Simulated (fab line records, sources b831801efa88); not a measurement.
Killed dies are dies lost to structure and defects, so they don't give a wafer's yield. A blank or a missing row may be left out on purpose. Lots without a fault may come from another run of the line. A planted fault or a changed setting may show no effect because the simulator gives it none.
fab line records | flow sky130
record lots=14 wafers=42 last_day=50
route steps=708 shown SD_N@356 SD_P@359 RES_XHIGH@360
lots that met no fault: from a run of the same line without faults
start_h: hours from the record's first day to the start of the lot's first wafer shown | wait_h: hours since the lot's step before | " the same as in the row above | L1.1+2: a row that stands for several wafers | - no value, or no start given | * or withheld: withheld | < > ~ a bound
route shown NAME@n: a module of which the file shows steps, and the number in the route of the first | usual: mean/standard deviation of fault-free wafers | same: alike in all rows | chamber/n: place in a boat | sites: the reading at each site | _std_site: their standard deviation | _edge_site: outer sites' mean less inner sites' | radius_mm: how far each site lies from the wafer's centre | mask NAME#n: copy n | behind: the tool/chamber that last shaped the wafer | hold: why the lot was held/for how many hours/how that ended | device: the transistor (n, p or np) that didn't switch | end of line: the same wafers' tests at the end of the route | a step without rows: its recipe alone | killed: dies lost to structure and defects at the first sort, not the wafer's yield | map: a wafer's dies, x killed, . not, _ none there
set.NAME: the setting as run; set.NAME@STEP: as run at that earlier step | model.NAME: the simulator's own value behind a step, which no gauge read
steps of the route over a sample of lots; a table a step, a row a wafer
## steps
# step SKY_SD_N_RTA_14
# recipe temp_c=1075 time_s=2 idle_temp_c=650 ramp_up_c_per_s=150 ramp_down_c_per_s=90 ambient=N2
# usual lamp_power_pct=15.74/0.051 wafer_temp_C_max=1078.2/1.6
# columns lot.wafer tool chamber start_h wait_h lamp_power_pct wafer_temp_C_max
L634.1 rtp_anneal-02 0 633.61 0.0 15.71 1077.4
L634.2 " 0 " " 15.78 1078.0
L634.6 " 0 " " 15.76 1078.0
L636.1 rtp_anneal-02 0 660.04 0.0 15.79 1078.5
L636.5 " 0 " " 15.72 1078.4
L636.6 " 0 " " 15.68 1078.4
L638.1 rtp_anneal-02 0 667.12 0.0 15.71 1077.6
L638.5 " 0 " " 15.88 1078.2
L638.6 " 0 " " 15.75 1075.9
L640.1 rtp_anneal-02 0 727.02 0.0 15.69 1078.6
L640.2 " 0 " " 15.63 1080.5
L640.4 " 0 " " 15.65 1076.8
L641.4 rtp_anneal-01 0 727.35 0.0 15.71 1081.6
L641.5 " 0 " " 15.80 1077.7
L641.6 " 0 " " 15.67 1079.1
L643.1 rtp_anneal-02 0 730.16 0.0 15.72 1078.8
L643.2 " 0 " " 15.75 1083.2
L643.3 " 0 " " 15.73 1078.3
L646.1 rtp_anneal-02 0 740.37 0.0 15.77 1077.6
L646.3 " 0 " " 15.67 1077.9
L646.4 " 0 " " 15.76 1078.4
L648.2 rtp_anneal-01 0 749.82 0.0 15.81 1076.2
L648.3 " 0 " " 15.83 1080.0
L648.6 " 0 " " 15.66 1077.5
L647.2 rtp_anneal-02 0 750.12 0.0 16.87 1128.8
L647.3 " 0 " " 16.82 1128.7
L647.6 " 0 " " 16.84 1130.6
L650.2 rtp_anneal-02 0 771.72 0.0 16.95 1132.2
L650.3 " 0 " " 16.94 1127.8
L650.5 " 0 " " 16.86 1130.7
L652.2 rtp_anneal-01 0 816.13 0.0 15.65 1076.3
L652.3 " 0 " " 15.66 1077.9
L652.5 " 0 " " 15.76 1078.1
L654.1 rtp_anneal-01 0 820.31 0.0 15.76 1078.1
L654.2 " 0 " " 15.65 1076.8
L654.6 " 0 " " 15.69 1081.8
L653.1 rtp_anneal-01 0 823.17 0.0 15.78 1078.4
L653.2 " 0 " " 15.69 1078.3
L653.4 " 0 " " 15.80 1080.6
L657.1 rtp_anneal-01 0 824.77 0.0 15.68 1077.3
L657.3 " 0 " " 15.67 1079.6
L657.4 " 0 " " 15.75 1076.2
# step SKY_SD_N_RS_MEAS_16
# recipe thk_meas_gauge=four-point-probe
# usual SD_N_RS=68.62/0.12
# columns lot.wafer tool chamber start_h wait_h SD_N_RS[ohm/sq]
L634.1 film_metro-01 - 633.79 0.1 68.58
L634.2 " - " " 68.78
L634.6 " - " " 68.67
L636.1 film_metro-02 - 660.21 0.1 68.62
L636.5 " - " " 68.65
L636.6 " - " " 68.50
L638.1 film_metro-01 - 667.29 0.1 68.58
L638.5 " - " " 68.36
L638.6 " - " " 68.70
L640.1 film_metro-03 - 727.19 0.1 68.71
L640.2 " - " " 68.60
L640.4 " - " " 68.55
L641.4 film_metro-01 - 727.55 0.1 68.59
L641.5 " - " " 68.60
L641.6 " - " " 68.48
L643.1 film_metro-01 - 730.34 0.1 68.46
L643.2 " - " " 68.58
L643.3 " - " " 68.55
L646.1 film_metro-02 - 740.54 0.1 68.45
L646.3 " - " " 68.63
L646.4 " - " " 68.47
L648.2 film_metro-02 - 750.01 0.1 68.59
L648.3 " - " " 68.66
L648.6 " - " " 68.77
L647.2 film_metro-01 - 750.31 0.1 59.01
L647.3 " - " " 59.10
L647.6 " - " " 58.86
L650.2 film_metro-03 - 771.91 0.1 58.96
L650.3 " - " " 59.13
L650.5 " - " " 58.97
L652.2 film_metro-03 - 816.31 0.1 68.54
L652.3 " - " " 68.61
L652.5 " - " " 68.51
L654.1 film_metro-01 - 820.49 0.1 68.81
L654.2 " - " " 68.57
L654.6 " - " " 68.61
L653.1 film_metro-02 - 823.34 0.1 68.76
L653.2 " - " " 68.67
L653.4 " - " " 68.61
L657.1 film_metro-03 - 824.94 0.1 68.70
L657.3 " - " " 68.71
L657.4 " - " " 68.58
# step SKY_SD_N_RS_MEAS_17
# recipe thk_meas_gauge=four-point-probe
# usual SD_P_RS=147.3/0.39
# columns lot.wafer tool chamber start_h wait_h SD_P_RS[ohm/sq]
L634.1 film_metro-01 - 633.91 0.1 147.9
L634.2 " - " " 147.5
L634.6 " - " " 148.0
L636.1 film_metro-02 - 660.33 0.1 147.0
L636.5 " - " " 147.2
L636.6 " - " " 147.1
L638.1 film_metro-01 - 667.41 0.1 146.9
L638.5 " - " " 147.0
L638.6 " - " " 147.4
L640.1 film_metro-03 - 727.31 0.1 147.3
L640.2 " - " " 147.5
L640.4 " - " " 147.3
L641.4 film_metro-01 - 727.67 0.1 146.9
L641.5 " - " " 146.5
L641.6 " - " " 146.3
L643.1 film_metro-01 - 730.46 0.1 147.0
L643.2 " - " " 146.8
L643.3 " - " " 146.9
L646.1 film_metro-02 - 740.66 0.1 146.6
L646.3 " - " " 146.7
L646.4 " - " " 147.0
L648.2 film_metro-02 - 750.13 0.1 146.9
L648.3 " - " " 147.2
L648.6 " - " " 147.2
L647.2 film_metro-01 - 750.43 0.1 101.2
L647.3 " - " " 101.3
L647.6 " - " " 101.1
L650.2 film_metro-03 - 772.03 0.1 100.8
L650.3 " - " " 101.2
L650.5 " - " " 100.7
L652.2 film_metro-03 - 816.43 0.1 147.6
L652.3 " - " " 147.3
L652.5 " - " " 147.4
L654.1 film_metro-01 - 820.61 0.1 147.3
L654.2 " - " " 147.5
L654.6 " - " " 147.4
L653.1 film_metro-02 - 823.46 0.1 148.2
L653.2 " - " " 147.5
L653.4 " - " " 147.6
L657.1 film_metro-03 - 825.06 0.1 147.8
L657.3 " - " " 147.7
L657.4 " - " " 147.5
# step SKY_SD_N_RS_MEAS_18
# recipe thk_meas_gauge=four-point-probe
# usual RES_XHIGH_RS=333.4/1
# columns lot.wafer tool chamber start_h wait_h RES_XHIGH_RS[ohm/sq]
L634.1 film_metro-01 - 634.03 0.1 334.1
L634.2 " - " " 334.1
L634.6 " - " " 334.4
L636.1 film_metro-02 - 660.45 0.1 333.0
L636.5 " - " " 332.5
L636.6 " - " " 333.5
L638.1 film_metro-01 - 667.53 0.1 332.7
L638.5 " - " " 334.3
L638.6 " - " " 333.1
L640.1 film_metro-03 - 727.43 0.1 334.1
L640.2 " - " " 334.3
L640.4 " - " " 333.3
L641.4 film_metro-01 - 727.79 0.1 334.4
L641.5 " - " " 334.5
L641.6 " - " " 334.2
L643.1 film_metro-01 - 730.58 0.1 331.8
L643.2 " - " " 332.6
L643.3 " - " " 331.3
L646.1 film_metro-02 - 740.78 0.1 334.0
L646.3 " - " " 333.9
L646.4 " - " " 334.5
L648.2 film_metro-02 - 750.25 0.1 334.6
L648.3 " - " " 334.6
L648.6 " - " " 334.8
L647.2 film_metro-01 - 750.55 0.1 330.0
L647.3 " - " " 330.4
L647.6 " - " " 329.9
L650.2 film_metro-03 - 772.15 0.1 327.9
L650.3 " - " " 327.9
L650.5 " - " " 328.1
L652.2 film_metro-03 - 816.55 0.1 333.9
L652.3 " - " " 334.3
L652.5 " - " " 334.2
L654.1 film_metro-01 - 820.73 0.1 333.9
L654.2 " - " " 334.6
L654.6 " - " " 334.2
L653.1 film_metro-02 - 823.58 0.1 331.8
L653.2 " - " " 332.1
L653.4 " - " " 332.7
L657.1 film_metro-03 - 825.18 0.1 334.2
L657.3 " - " " 334.0
L657.4 " - " " 333.7
## key
first_sign step=SKY_SD_N_RTA_14 reading=wafer_temp_C_max direction=up sigmas=33 usual=* struck=*
effect step=SKY_SD_N_RTA_14 reading=lamp_power_pct direction=up sigmas=22 usual=15.74 struck=16.88
effect step=SKY_SD_N_RS_MEAS_16 reading=SD_N_RS direction=down sigmas=83 usual=68.62 struck=59.00
effect step=SKY_SD_N_RS_MEAS_17 reading=SD_P_RS direction=down sigmas=99+ usual=147.3 struck=101.0
effect step=SKY_SD_N_RS_MEAS_18 reading=RES_XHIGH_RS direction=down sigmas=4.3 usual=333.4 struck=329.0
met_at SKY_SD_N_RTA_14
struck_lots L647,L650
tester_left_out L647,L650
onset_between 740.37 750.12
fault kind=process_parameter_drift tool=rtp_anneal-02 chamber=- onset_h=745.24 steps=SKY_SD_N_RTA_14 channel=temp_c offset=* shape=step end_h=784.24 acts_in=* stated=*
# tester_left_out: of these lots the tester's yield and bins aren't shown, on N5 and GAA mostly nor the transistor test; their killed dies are dies lost to structure and defects alone, not to doping, threshold or leakage, so they don't give the yield
